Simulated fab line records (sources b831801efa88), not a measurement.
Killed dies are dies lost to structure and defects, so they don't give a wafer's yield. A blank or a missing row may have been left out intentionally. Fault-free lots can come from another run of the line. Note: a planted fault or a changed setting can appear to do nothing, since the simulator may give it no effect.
fab line records -- flow sky130
record lots=11, wafers=33, last_day=50
route steps=708 shown NWELL@63 METAL2@485
lots that met no fault: from a run of the same line without faults
start_h: start of the lot's first displayed wafer, in hours after the record's first day -- wait_h: hours since the lot's step before -- " the same as in the row above -- L1.1+2: one row covering several wafers at once -- - no value present, or no start provided -- * or withheld: withheld -- < > ~ a bound
route shown NAME@n: a module of which the file shows steps, and the number in the route of the first -- usual: mean/standard deviation taken from wafers without a fault -- same: alike in all rows -- chamber/n: place in a boat -- sites: the reading at each site -- _std_site: the standard deviation of these -- _edge_site: the outer-site mean with the inner-site mean subtracted -- radius_mm: how far each site lies from the wafer's centre -- mask NAME#n: copy n -- behind: the last tool/chamber to shape the wafer -- hold: what put the lot on hold/how long, in hours/how the hold closed -- device: names the non-switching transistor (n, p or np) -- end of line: the tests these same wafers got at the end of their route -- a step given without rows: its recipe and nothing more -- killed: the dies lost at the first sort to structure and to defects; this is not the yield of the wafer -- map: per-die view of a wafer (x killed, . not killed, _ where there is no die)
set.NAME: the setting the step ran with; set.NAME@STEP: the setting that earlier step ran with -- model.NAME: the simulator's own value behind a step, which no gauge read
one table for each step of the route and one row for each wafer, over a sample of lots
services: when a tool's chamber went out of use (start_h, in hours from the record's first day, below 0 if earlier), for how many hours, and the reason
## steps
# step SKY_NWELL_OVL_MEAS_10
# usual NWELL_00_OVL=0.6/1.3
lot.wafer,tool,chamber,start_h,wait_h,NWELL_00_OVL[nm]
L632.3,overlay-02,-,96.15,-,-0.6
L632.4,overlay-02,-,96.15,-,0.6
L632.6,overlay-02,-,96.15,-,-0.6
L631.3,overlay-01,-,96.56,-,-0.3
L631.4,overlay-01,-,96.56,-,-0.7
L631.6,overlay-01,-,96.56,-,-0.1
L634.1,overlay-02,-,104.70,-,0.4
L634.2,overlay-02,-,104.70,-,-0.9
L634.3,overlay-02,-,104.70,-,-0.9
L635.3,overlay-02,-,110.05,-,1.0
L635.5,overlay-02,-,110.05,-,-0.3
L635.6,overlay-02,-,110.05,-,-1.0
L636.1,overlay-01,-,110.50,-,-1.1
L636.3,overlay-01,-,110.50,-,-1.2
L636.4,overlay-01,-,110.50,-,0.4
L637.2,overlay-01,-,122.30,-,0.0
L637.4,overlay-01,-,122.30,-,-2.2
L637.5,overlay-01,-,122.30,-,-1.4
L643.1,overlay-02,-,154.99,-,-0.4
L643.4,overlay-02,-,154.99,-,2.4
L643.5,overlay-02,-,154.99,-,1.0
L644.2,overlay-01,-,160.80,-,2.5
L644.4,overlay-01,-,160.80,-,2.6
L644.6,overlay-01,-,160.80,-,0.8
L649.1,overlay-02,-,187.05,-,0.2
L649.5,overlay-02,-,187.05,-,2.2
L649.6,overlay-02,-,187.05,-,-0.7
L651.2,overlay-02,-,204.15,-,1.2
L651.4,overlay-02,-,204.15,-,2.0
L651.6,overlay-02,-,204.15,-,1.6
L654.1,overlay-02,-,216.14,-,0.5
L654.4,overlay-02,-,216.14,-,-1.3
L654.5,overlay-02,-,216.14,-,1.3
# step SKY_METAL2_SPUTTER_02
# recipe material=AlCu, target_thk_nm=250, power_w=10600, time_s=13.3, chamber_pressure_pa=0.4
# usual throttle_valve_pct=29.9/0.94
lot.wafer,tool,chamber,start_h,wait_h,throttle_valve_pct
L631.3,pvd_sputter-03,-,810.42,0.0,31.1
L631.4,pvd_sputter-03,-,810.42,0.0,29.3
L631.6,pvd_sputter-03,-,810.42,0.0,29.5
L632.3,pvd_sputter-03,-,814.02,0.0,28.8
L632.4,pvd_sputter-03,-,814.02,0.0,31.0
L632.6,pvd_sputter-03,-,814.02,0.0,29.2
L634.1,pvd_sputter-01,-,818.55,0.0,28.6
L634.2,pvd_sputter-01,-,818.55,0.0,30.9
L634.3,pvd_sputter-01,-,818.55,0.0,29.4
L636.1,pvd_sputter-01,-,824.95,0.0,30.9
L636.3,pvd_sputter-01,-,824.95,0.0,28.4
L636.4,pvd_sputter-01,-,824.95,0.0,30.8
L635.3,pvd_sputter-01,-,829.38,0.0,29.3
L635.5,pvd_sputter-01,-,829.38,0.0,29.3
L635.6,pvd_sputter-01,-,829.38,0.0,31.0
L637.2,pvd_sputter-02,-,856.10,0.0,30.0
L637.4,pvd_sputter-02,-,856.10,0.0,28.0
L637.5,pvd_sputter-02,-,856.10,0.0,31.8
L643.1,pvd_sputter-03,-,888.72,0.0,29.5
L643.4,pvd_sputter-03,-,888.72,0.0,29.4
L643.5,pvd_sputter-03,-,888.72,0.0,29.2
L644.2,pvd_sputter-03,-,890.53,0.0,29.3
L644.4,pvd_sputter-03,-,890.53,0.0,28.9
L644.6,pvd_sputter-03,-,890.53,0.0,29.5
L649.1,pvd_sputter-01,-,927.82,0.0,30.5
L649.5,pvd_sputter-01,-,927.82,0.0,28.6
L649.6,pvd_sputter-01,-,927.82,0.0,31.1
L651.2,pvd_sputter-02,-,941.67,0.0,31.3
L651.4,pvd_sputter-02,-,941.67,0.0,29.9
L651.6,pvd_sputter-02,-,941.67,0.0,31.6
L654.1,pvd_sputter-01,-,953.68,0.0,30.7
L654.4,pvd_sputter-01,-,953.68,0.0,31.1
L654.5,pvd_sputter-01,-,953.68,0.0,28.5
# step SKY_METAL2_RS_MEAS_05
# recipe thk_meas_gauge=four-point-probe, reads=TiN_of_METAL2_SPUTTER_04+Ti_of_METAL2_SPUTTER_03+AlCu_of_METAL2_SPUTTER_02+TiN_of_METAL2_SPUTTER_01+Ti_of_METAL2_SPUTTER_00
# usual METAL2_ALCU_RS=0.1258/0.0014
lot.wafer,tool,chamber,start_h,wait_h,METAL2_ALCU_RS[ohm/sq]
L631.3,film_metro-02,-,810.55,0.1,0.1241
L631.4,film_metro-02,-,810.55,0.1,0.1255
L631.6,film_metro-02,-,810.55,0.1,0.1256
L632.3,film_metro-02,-,814.15,0.1,0.1263
L632.4,film_metro-02,-,814.15,0.1,0.1230
L632.6,film_metro-02,-,814.15,0.1,0.1256
L634.1,film_metro-03,-,818.64,0.0,0.1273
L634.2,film_metro-03,-,818.64,0.0,0.1275
L634.3,film_metro-03,-,818.64,0.0,0.1278
L636.1,film_metro-03,-,825.05,0.0,0.1257
L636.3,film_metro-03,-,825.05,0.0,0.1245
L636.4,film_metro-03,-,825.05,0.0,0.1255
L635.3,film_metro-03,-,829.51,0.1,0.1272
L635.5,film_metro-03,-,829.51,0.1,0.1274
L635.6,film_metro-03,-,829.51,0.1,0.1264
L637.2,film_metro-02,-,856.22,0.0,0.1262
L637.4,film_metro-02,-,856.22,0.0,0.1256
L637.5,film_metro-02,-,856.22,0.0,0.1266
L643.1,film_metro-02,-,888.82,0.0,0.1267
L643.4,film_metro-02,-,888.82,0.0,0.1688
L643.5,film_metro-02,-,888.82,0.0,0.1267
L644.2,film_metro-01,-,890.64,0.0,0.1679
L644.4,film_metro-01,-,890.64,0.0,0.1701
L644.6,film_metro-01,-,890.64,0.0,0.1245
L649.1,film_metro-03,-,927.91,0.0,0.1257
L649.5,film_metro-03,-,927.91,0.0,0.1248
L649.6,film_metro-03,-,927.91,0.0,0.1250
L651.2,film_metro-01,-,941.78,0.0,0.1300
L651.4,film_metro-01,-,941.78,0.0,0.1266
L651.6,film_metro-01,-,941.78,0.0,0.1287
L654.1,film_metro-03,-,953.77,0.0,0.1263
L654.4,film_metro-03,-,953.77,0.0,0.1264
L654.5,film_metro-03,-,953.77,0.0,0.1253
# step SKY_METAL2_THK_MEAS_06
# recipe thk_meas_gauge=xrf, reads=AlCu_of_METAL2_SPUTTER_02
# usual METAL2_ALCU_THK=251.9/2.9
lot.wafer,tool,chamber,start_h,wait_h,METAL2_ALCU_THK[nm]
L631.3,film_metro-02,-,810.65,0.1,255.5
L631.4,film_metro-02,-,810.65,0.1,251.3
L631.6,film_metro-02,-,810.65,0.1,250.9
L632.3,film_metro-02,-,814.25,0.1,250.3
L632.4,film_metro-02,-,814.25,0.1,255.8
L632.6,film_metro-02,-,814.25,0.1,251.8
L634.1,film_metro-03,-,818.76,0.1,247.8
L634.2,film_metro-03,-,818.76,0.1,248.9
L634.3,film_metro-03,-,818.76,0.1,249.5
L636.1,film_metro-03,-,825.17,0.1,252.1
L636.3,film_metro-03,-,825.17,0.1,253.5
L636.4,film_metro-03,-,825.17,0.1,253.3
L635.3,film_metro-03,-,829.61,0.1,251.0
L635.5,film_metro-03,-,829.61,0.1,246.2
L635.6,film_metro-03,-,829.61,0.1,250.4
L637.2,film_metro-02,-,856.33,0.1,250.0
L637.4,film_metro-02,-,856.33,0.1,251.8
L637.5,film_metro-02,-,856.33,0.1,250.1
L643.1,film_metro-02,-,888.94,0.1,248.0
L643.4,film_metro-02,-,888.94,0.1,190.4
L643.5,film_metro-02,-,888.94,0.1,250.1
L644.2,film_metro-01,-,890.75,0.1,192.3
L644.4,film_metro-01,-,890.75,0.1,190.2
L644.6,film_metro-01,-,890.75,0.1,253.7
L649.1,film_metro-03,-,928.03,0.1,252.1
L649.5,film_metro-03,-,928.03,0.1,256.5
L649.6,film_metro-03,-,928.03,0.1,253.9
L651.2,film_metro-01,-,941.89,0.1,246.3
L651.4,film_metro-01,-,941.89,0.1,251.2
L651.6,film_metro-01,-,941.89,0.1,247.8
L654.1,film_metro-03,-,953.89,0.1,253.8
L654.4,film_metro-03,-,953.89,0.1,251.3
L654.5,film_metro-03,-,953.89,0.1,253.4
# step SKY_METAL2_METAL_ETCH_19
# recipe target_depth_a=3600, stop_on=SiO2, over_etch_frac=0.3, time_s=78, chemistry=Cl2/BCl3, resist_sidewall_deg=88, pressure_mtorr=10, icp_w=900, bias_w=48.5, Cl2_flow_sccm=60, bcl3_flow_sccm=30
# usual drypump_motor_current_A=5.6/0.6, oes_product_au=0.857/0.0056, throttle_valve_pct=22.264/0.0086
# same over_etch_frac=0.3
lot.wafer,tool,chamber,start_h,wait_h,drypump_motor_current_A,oes_product_au,rf_hours_counter_h,throttle_valve_pct
L631.3,rie_metal-01,0,837.09,0.1,4.7,0.868,-,22.259
L631.4,rie_metal-01,1,837.09,0.1,5.0,0.858,-,22.269
L631.6,rie_metal-01,0,837.09,0.1,4.7,0.861,-,22.242
L632.3,rie_metal-04,1,840.13,0.1,5.0,0.852,-,22.254
L632.4,rie_metal-04,0,840.13,0.1,6.3,0.845,-,22.265
L632.6,rie_metal-04,0,840.13,0.1,6.3,0.852,-,22.265
L634.1,rie_metal-03,0,844.51,0.0,6.1,0.855,11,22.259
L634.2,rie_metal-03,1,844.51,0.0,5.8,0.851,14,22.272
L634.3,rie_metal-03,1,844.51,0.0,5.8,0.849,-,22.274
L636.1,rie_metal-01,1,851.15,0.0,5.0,0.853,15,22.258
L636.3,rie_metal-01,1,851.15,0.0,5.0,0.859,-,22.262
L636.4,rie_metal-01,0,851.15,0.0,4.8,0.858,-,22.257
L635.3,rie_metal-04,1,855.63,0.1,5.1,0.853,-,22.273
L635.5,rie_metal-04,0,855.63,0.1,6.3,0.855,-,22.265
L635.6,rie_metal-04,1,855.63,0.1,5.0,0.857,-,22.263
L637.2,rie_metal-03,1,881.39,0.0,5.8,0.858,15,22.273
L637.4,rie_metal-03,0,881.39,0.0,6.1,0.860,-,22.265
L637.5,rie_metal-03,0,881.39,0.0,6.1,0.857,-,22.262
L643.1,rie_metal-04,0,913.63,0.1,6.3,0.864,13,22.267
L643.4,rie_metal-04,0,913.63,0.1,6.3,0.801,-,22.259
L643.5,rie_metal-04,0,913.63,0.1,6.3,0.854,-,22.263
L644.2,rie_metal-01,0,916.15,0.0,4.8,0.804,15,22.256
L644.4,rie_metal-01,1,916.15,0.0,5.0,0.808,-,22.252
L644.6,rie_metal-01,0,916.15,0.0,4.7,0.845,-,22.268
L649.1,rie_metal-03,1,952.74,0.0,5.8,0.852,0,22.261
L649.5,rie_metal-03,0,952.74,0.0,6.1,0.860,-,22.284
L649.6,rie_metal-03,1,952.74,0.0,5.8,0.858,-,22.258
L651.2,rie_metal-01,1,965.86,0.0,5.0,0.848,1,22.269
L651.4,rie_metal-01,0,965.86,0.0,4.7,0.859,-,22.269
L651.6,rie_metal-01,0,965.86,0.0,4.8,0.844,-,22.243
L654.1,rie_metal-03,0,977.30,0.0,6.1,0.857,16,22.256
L654.4,rie_metal-03,1,977.30,0.0,5.8,0.853,-,22.260
L654.5,rie_metal-03,1,977.30,0.0,5.8,0.860,-,22.258
## services
tool,chamber,start_h,hours,kind
rie_metal-04,0,858.71,23.8,repair
pvd_sputter-03,-,869.83,7.2,repair
rie_metal-04,1,900.10,-,clean
rie_metal-04,1,900.10,20.4,scheduled_down
rie_metal-04,1,900.10,20.4,vent_cycle
rie_metal-03,0,903.81,3.6,repair
rie_metal-04,-,916.82,2.8,pm
rie_metal-03,-,927.00,4.3,pm
rie_metal-03,1,932.32,-,clean
rie_metal-03,1,932.32,16.8,scheduled_down
rie_metal-03,1,932.32,16.8,vent_cycle
rie_metal-01,1,934.58,-,clean
rie_metal-01,1,934.58,15.3,scheduled_down
rie_metal-01,1,934.58,15.3,vent_cycle
pvd_sputter-03,-,960.10,5.2,repair
pvd_sputter-02,-,975.61,3.6,repair
## key
first_sign step=SKY_METAL2_RS_MEAS_05, reading=METAL2_ALCU_RS, direction=up, sigmas=32, usual=0.1258, struck=0.1689
effect step=SKY_METAL2_THK_MEAS_06, reading=METAL2_ALCU_THK, direction=down, sigmas=21, usual=251.9, struck=191.0
effect step=SKY_METAL2_METAL_ETCH_19, reading=oes_product_au, direction=down, sigmas=9.4, usual=0.857, struck=0.804
met_at SKY_METAL2_SPUTTER_02
struck_lots L643,L644
struck_wafers L643.4,L644.2,L644.4
not_acting_at SKY_NWELL_OVL_MEAS_10
onset_between 814.02 888.72
fault kind=process_parameter_drift, tool=pvd_sputter-03, chamber=-, onset_h=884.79, steps=SKY_METAL2_SPUTTER_02, channel=target_thk_nm, offset=-61.752, shape=step, end_h=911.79, scope=struck_wafers_only, acts_in=these_recipes_only, stated=250
